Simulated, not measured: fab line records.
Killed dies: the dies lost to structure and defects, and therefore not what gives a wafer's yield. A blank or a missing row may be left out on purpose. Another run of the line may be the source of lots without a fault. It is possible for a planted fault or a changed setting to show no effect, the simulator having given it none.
The tool behind it: which one? / flow gf180mcu / 12 lots with 36 wafers sampled at 6 steps, on a route of 602 steps

== WHAT THE GAUGES READ, wafer by wafer ==
GF_HV_LDD_THK_MEAS_57.
lot=L889; measured=day 12 08:52; on=film-metro-03; HV_LDD_CVD_56_THK (nm)=90.6 89.9 90.5
lot=L891; measured=day 13 01:27; on=film-metro-04; HV_LDD_CVD_56_THK (nm)=89.5 89.2 89.3
lot=L894; measured=day 13 22:56; on=film-metro-02; HV_LDD_CVD_56_THK (nm)=90.8 90.3 91.0
lot=L896; measured=day 15 01:13; on=film-metro-03; HV_LDD_CVD_56_THK (nm)=89.5 89.0 88.5
lot=L897; measured=day 15 06:59; on=film-metro-02; HV_LDD_CVD_56_THK (nm)=57.7 56.6 56.4
lot=L898; measured=day 15 14:49; on=film-metro-03; HV_LDD_CVD_56_THK (nm)=56.8 58.1 57.2
lot=L905; measured=day 18 09:30; on=film-metro-02; HV_LDD_CVD_56_THK (nm)=91.0 91.1 91.0
lot=L906; measured=day 18 13:35; on=film-metro-04; HV_LDD_CVD_56_THK (nm)=90.4 90.1 90.3
lot=L907; measured=day 18 20:24; on=film-metro-04; HV_LDD_CVD_56_THK (nm)=89.4 89.3 89.8
lot=L908; measured=day 19 04:38; on=film-metro-03; HV_LDD_CVD_56_THK (nm)=88.4 88.1 88.4
lot=L910; measured=day 19 16:19; on=film-metro-03; HV_LDD_CVD_56_THK (nm)=90.4 89.8 90.0
lot=L911; measured=day 20 06:37; on=film-metro-03; HV_LDD_CVD_56_THK (nm)=91.1 91.6 90.1

GF_M3_CD_MEAS_14: target cd 280 nm.
lot=L889; measured=day 21 00:14; on=cd-sem-01; cd-nm (nm)=278.2 278.0 279.1
lot=L891; measured=day 21 20:52; on=cd-sem-01; cd-nm (nm)=279.1 279.4 280.4
lot=L894; measured=day 22 22:26; on=cd-sem-01; cd-nm (nm)=279.1 280.3 278.1
lot=L896; measured=day 24 03:02; on=cd-sem-01; cd-nm (nm)=280.4 280.4 280.2
lot=L897; measured=day 24 08:56; on=cd-sem-02; cd-nm (nm)=279.2 279.7 281.0
lot=L898; measured=day 24 17:28; on=cd-sem-02; cd-nm (nm)=280.2 280.6 279.7
lot=L905; measured=day 27 06:26; on=cd-sem-01; cd-nm (nm)=282.3 282.2 281.5
lot=L906; measured=day 27 09:04; on=cd-sem-01; cd-nm (nm)=275.7 276.9 277.0
lot=L907; measured=day 27 15:43; on=cd-sem-01; cd-nm (nm)=281.6 281.3 283.1
lot=L908; measured=day 27 23:50; on=cd-sem-02; cd-nm (nm)=281.8 281.5 281.4
lot=L910; measured=day 28 09:34; on=cd-sem-01; cd-nm (nm)=278.2 278.2 279.8
lot=L911; measured=day 28 21:56; on=cd-sem-02; cd-nm (nm)=281.4 281.3 281.8

GF_V4_THK_MEAS_03.
lot=L889; measured=day 23 03:34; on=film-metro-02; V4_CVD_02_THK (nm)=832 863 853
lot=L891; measured=day 23 22:49; on=film-metro-03; V4_CVD_02_THK (nm)=846 832 865
lot=L894; measured=day 24 23:06; on=film-metro-03; V4_CVD_02_THK (nm)=835 844 847
lot=L896; measured=day 26 02:21; on=film-metro-03; V4_CVD_02_THK (nm)=848 854 865
lot=L897; measured=day 26 07:52; on=film-metro-04; V4_CVD_02_THK (nm)=844 840 852
lot=L898; measured=day 26 15:59; on=film-metro-04; V4_CVD_02_THK (nm)=840 855 859
lot=L905; measured=day 29 01:33; on=film-metro-04; V4_CVD_02_THK (nm)=849 843 858
lot=L906; measured=day 29 03:47; on=film-metro-03; V4_CVD_02_THK (nm)=831 844 841
lot=L907; measured=day 29 11:02; on=film-metro-04; V4_CVD_02_THK (nm)=845 839 848
lot=L908; measured=day 29 17:48; on=film-metro-04; V4_CVD_02_THK (nm)=843 857 859
lot=L910; measured=day 30 03:33; on=film-metro-04; V4_CVD_02_THK (nm)=838 841 849
lot=L911; measured=day 30 14:35; on=film-metro-03; V4_CVD_02_THK (nm)=837 846 853

GF_V4_CD_MEAS_14: target cd 260 nm.
lot=L889; measured=day 24 02:27; on=cd-sem-01; cd-nm (nm)=261.0 261.0 261.5
lot=L891; measured=day 24 20:53; on=cd-sem-01; cd-nm (nm)=260.2 260.4 260.9
lot=L894; measured=day 25 20:59; on=cd-sem-01; cd-nm (nm)=260.0 259.8 259.5
lot=L896; measured=day 26 23:17; on=cd-sem-01; cd-nm (nm)=261.3 261.8 261.6
lot=L897; measured=day 27 04:43; on=cd-sem-01; cd-nm (nm)=260.1 261.4 262.4
lot=L898; measured=day 27 13:15; on=cd-sem-01; cd-nm (nm)=258.3 259.1 258.5
lot=L905; measured=day 29 20:02; on=cd-sem-02; cd-nm (nm)=259.8 260.5 258.5
lot=L906; measured=day 29 23:17; on=cd-sem-02; cd-nm (nm)=261.9 261.4 261.1
lot=L907; measured=day 30 05:42; on=cd-sem-01; cd-nm (nm)=260.2 260.8 259.6
lot=L908; measured=day 30 12:25; on=cd-sem-02; cd-nm (nm)=260.8 260.6 260.3
lot=L910; measured=day 30 21:54; on=cd-sem-02; cd-nm (nm)=258.2 259.9 260.0
lot=L911; measured=day 31 08:19; on=cd-sem-02; cd-nm (nm)=260.0 259.9 260.2

== WHAT TOOL EACH LOT RAN ON (gives the tool, then ch and the chambers of the sampled wafers, and finally the start) ==
lot=L889; GF_HV_LDD_CVD_56=lpcvd-02 ch 1, day 12 07:26; GF_HV_LDD_ETCHBACK_58=rie-diel-04 ch 0,2,3, day 12 08:55
lot=L891; GF_HV_LDD_CVD_56=lpcvd-01 ch 0, day 12 23:18; GF_HV_LDD_ETCHBACK_58=rie-diel-04 ch 2,3, day 13 01:31
lot=L894; GF_HV_LDD_CVD_56=lpcvd-02 ch 0, day 13 21:31; GF_HV_LDD_ETCHBACK_58=rie-diel-03 ch 0,2,3, day 13 23:00
lot=L896; GF_HV_LDD_CVD_56=lpcvd-01 ch 0, day 14 23:47; GF_HV_LDD_ETCHBACK_58=rie-diel-04 ch 0,2, day 15 01:16
lot=L897; GF_HV_LDD_CVD_56=lpcvd-02 ch 0, day 15 05:34; GF_HV_LDD_ETCHBACK_58=rie-diel-04 ch 1,2, day 15 07:03
lot=L898; GF_HV_LDD_CVD_56=lpcvd-02 ch 0, day 15 13:23; GF_HV_LDD_ETCHBACK_58=rie-diel-01 ch 0,3, day 15 14:52
lot=L905; GF_HV_LDD_CVD_56=lpcvd-01 ch 0, day 18 08:04; GF_HV_LDD_ETCHBACK_58=rie-diel-04 ch 0,1,2, day 18 09:34
lot=L906; GF_HV_LDD_CVD_56=lpcvd-01 ch 0, day 18 12:09; GF_HV_LDD_ETCHBACK_58=rie-diel-04 ch 1,2,3, day 18 13:38
lot=L907; GF_HV_LDD_CVD_56=lpcvd-02 ch 0, day 18 18:58; GF_HV_LDD_ETCHBACK_58=rie-diel-04 ch 0,1,2, day 18 20:27
lot=L908; GF_HV_LDD_CVD_56=lpcvd-02 ch 0, day 19 03:11; GF_HV_LDD_ETCHBACK_58=rie-diel-04 ch 0,1, day 19 04:40
lot=L910; GF_HV_LDD_CVD_56=lpcvd-01 ch 0, day 19 14:53; GF_HV_LDD_ETCHBACK_58=rie-diel-01 ch 2,3, day 19 16:22
lot=L911; GF_HV_LDD_CVD_56=lpcvd-01 ch 1, day 20 04:27; GF_HV_LDD_ETCHBACK_58=rie-diel-01 ch 1,2,3, day 20 06:40
- GF_HV_LDD_CVD_56: deposits Si3N4 from DCS/NH3, target thk 90 nm, time 1543 s.
- GF_HV_LDD_ETCHBACK_58: etches Si3N4 in CH3F/O2, stops on SiO2, time 100 s, target depth 90 nm.

== AS READ BY THE TOOLS THEMSELVES (means over the sampled wafers that have a number; for cases with no such wafer, the mark the record gives instead) ==
GF_HV_LDD_CVD_56.
lot=L889; tool=lpcvd-02; spike-tc-bottom-C (C)=788.1; spike-tc-centre-C (C)=771.0; spike-tc-lower-C (C)=769.6; spike-tc-top-C (C)=783.2; spike-tc-upper-C (C)=769.0; susceptor-temp-C (C)=770.3; zone-power-bottom-pct (%)=18.0
lot=L891; tool=lpcvd-01; spike-tc-bottom-C (C)=792.5; spike-tc-centre-C (C)=769.9; spike-tc-lower-C (C)=770.8; spike-tc-top-C (C)=780.7; spike-tc-upper-C (C)=770.6; susceptor-temp-C (C)=769.9; zone-power-bottom-pct (%)=21.1
lot=L894; tool=lpcvd-02; spike-tc-bottom-C (C)=789.6; spike-tc-centre-C (C)=771.5; spike-tc-lower-C (C)=770.1; spike-tc-top-C (C)=784.8; spike-tc-upper-C (C)=768.4; susceptor-temp-C (C)=770.5; zone-power-bottom-pct (%)=20.9
lot=L896; tool=lpcvd-01; spike-tc-bottom-C (C)=791.9; spike-tc-centre-C (C)=770.1; spike-tc-lower-C (C)=770.2; spike-tc-top-C (C)=780.9; spike-tc-upper-C (C)=770.6; susceptor-temp-C (C)=770.1; zone-power-bottom-pct (%)=21.3
lot=L897; tool=lpcvd-02; spike-tc-bottom-C (C)=768.3; spike-tc-centre-C (C)=749.0; spike-tc-lower-C (C)=747.9; spike-tc-top-C (C)=762.6; spike-tc-upper-C (C)=746.7; susceptor-temp-C (C)=747.7; zone-power-bottom-pct (%)=19.7
lot=L898; tool=lpcvd-02; spike-tc-bottom-C (C)=768.8; spike-tc-centre-C (C)=749.5; spike-tc-lower-C (C)=747.2; spike-tc-top-C (C)=763.0; spike-tc-upper-C (C)=745.8; susceptor-temp-C (C)=747.9; zone-power-bottom-pct (%)=19.8
lot=L905; tool=lpcvd-01; spike-tc-bottom-C (C)=790.8; spike-tc-centre-C (C)=770.8; spike-tc-lower-C (C)=769.2; spike-tc-top-C (C)=782.3; spike-tc-upper-C (C)=770.6; susceptor-temp-C (C)=769.6; zone-power-bottom-pct (%)=21.0
lot=L906; tool=lpcvd-01; spike-tc-bottom-C (C)=792.2; spike-tc-centre-C (C)=770.3; spike-tc-lower-C (C)=769.8; spike-tc-top-C (C)=781.6; spike-tc-upper-C (C)=771.4; susceptor-temp-C (C)=770.2; zone-power-bottom-pct (%)=21.4
lot=L907; tool=lpcvd-02; spike-tc-bottom-C (C)=790.9; spike-tc-centre-C (C)=772.4; spike-tc-lower-C (C)=769.8; spike-tc-top-C (C)=785.0; spike-tc-upper-C (C)=769.4; susceptor-temp-C (C)=769.6; zone-power-bottom-pct (%)=20.9
lot=L908; tool=lpcvd-02; spike-tc-bottom-C (C)=790.0; spike-tc-centre-C (C)=770.4; spike-tc-lower-C (C)=769.5; spike-tc-top-C (C)=784.1; spike-tc-upper-C (C)=768.7; susceptor-temp-C (C)=769.5; zone-power-bottom-pct (%)=20.8
lot=L910; tool=lpcvd-01; spike-tc-bottom-C (C)=791.5; spike-tc-centre-C (C)=771.1; spike-tc-lower-C (C)=769.9; spike-tc-top-C (C)=781.7; spike-tc-upper-C (C)=770.3; susceptor-temp-C (C)=770.1; zone-power-bottom-pct (%)=21.3
lot=L911; tool=lpcvd-01; spike-tc-bottom-C (C)=788.0; spike-tc-centre-C (C)=770.3; spike-tc-lower-C (C)=770.5; spike-tc-top-C (C)=785.4; spike-tc-upper-C (C)=770.2; susceptor-temp-C (C)=770.3; zone-power-bottom-pct (%)=19.8

GF_HV_LDD_ETCHBACK_58.
lot=L889; tool=rie-diel-04; drypump-motor-current-A (A)=5.7; oes-product-au (a.u.)=0.845; throttle-valve-pct (%)=10.549
lot=L891; tool=rie-diel-04; drypump-motor-current-A (A)=5.8; oes-product-au (a.u.)=0.840; throttle-valve-pct (%)=10.552
lot=L894; tool=rie-diel-03; drypump-motor-current-A (A)=5.3; oes-product-au (a.u.)=0.845; throttle-valve-pct (%)=10.553
lot=L896; tool=rie-diel-04; drypump-motor-current-A (A)=6.0; oes-product-au (a.u.)=0.834; throttle-valve-pct (%)=10.566
lot=L897; tool=rie-diel-04; drypump-motor-current-A (A)=6.2; oes-product-au (a.u.)=0.674; throttle-valve-pct (%)=10.536
lot=L898; tool=rie-diel-01; drypump-motor-current-A (A)=5.1; oes-product-au (a.u.)=0.676; throttle-valve-pct (%)=10.532
lot=L905; tool=rie-diel-04; drypump-motor-current-A (A)=6.0; oes-product-au (a.u.)=0.850; throttle-valve-pct (%)=10.566
lot=L906; tool=rie-diel-04; drypump-motor-current-A (A)=5.7; oes-product-au (a.u.)=0.840; throttle-valve-pct (%)=10.567
lot=L907; tool=rie-diel-04; drypump-motor-current-A (A)=6.0; oes-product-au (a.u.)=0.840; throttle-valve-pct (%)=10.565
lot=L908; tool=rie-diel-04; drypump-motor-current-A (A)=5.9; oes-product-au (a.u.)=0.838; throttle-valve-pct (%)=10.558
lot=L910; tool=rie-diel-01; drypump-motor-current-A (A)=5.6; oes-product-au (a.u.)=0.841; throttle-valve-pct (%)=10.562
lot=L911; tool=rie-diel-01; drypump-motor-current-A (A)=5.9; oes-product-au (a.u.)=0.848; throttle-valve-pct (%)=10.555

== THE ANSWER, worked out from the rows above alone ==
Rule: what is usual is taken from the lots themselves. Put in order of their means at a reading, lots are off if they are a third of the lots or fewer, leave a main group of 4 or more, and stand apart from it by a gap of 3 or more times the standard deviation of the main group's means; of several such gaps the widest counts. Not used: any main group whose means are identical at the precision the tables above print for the reading. A lot without any number at a reading at which 4 lots or more have one is off too. Any other lot the step has rows for is counted as sound. First the gauges in route order, then the tools' own readings, where a lot's mean is used as printed above. At the first step where some lot is off, the reading lying furthest off is the one used; lots without a number count as furthest.
Off: L897, L898, at GF_HV_LDD_THK_MEAS_57 (HV_LDD_CVD_56_THK). Main group: mean 89.9 nm, sd 0.85.
A tool fits if, at a process step before that reading, it ran every lot that is off, and no sound lot after the first of them. The gauges at GF_HV_LDD_THK_MEAS_57 aren't tried: what is off there is off at GF_HV_LDD_CVD_56 too, on other tools, and a gauge's error can't cause that. No candidate that was tried fits.

== WHAT HAD BEEN PUT IN BY THE SIMULATOR ==
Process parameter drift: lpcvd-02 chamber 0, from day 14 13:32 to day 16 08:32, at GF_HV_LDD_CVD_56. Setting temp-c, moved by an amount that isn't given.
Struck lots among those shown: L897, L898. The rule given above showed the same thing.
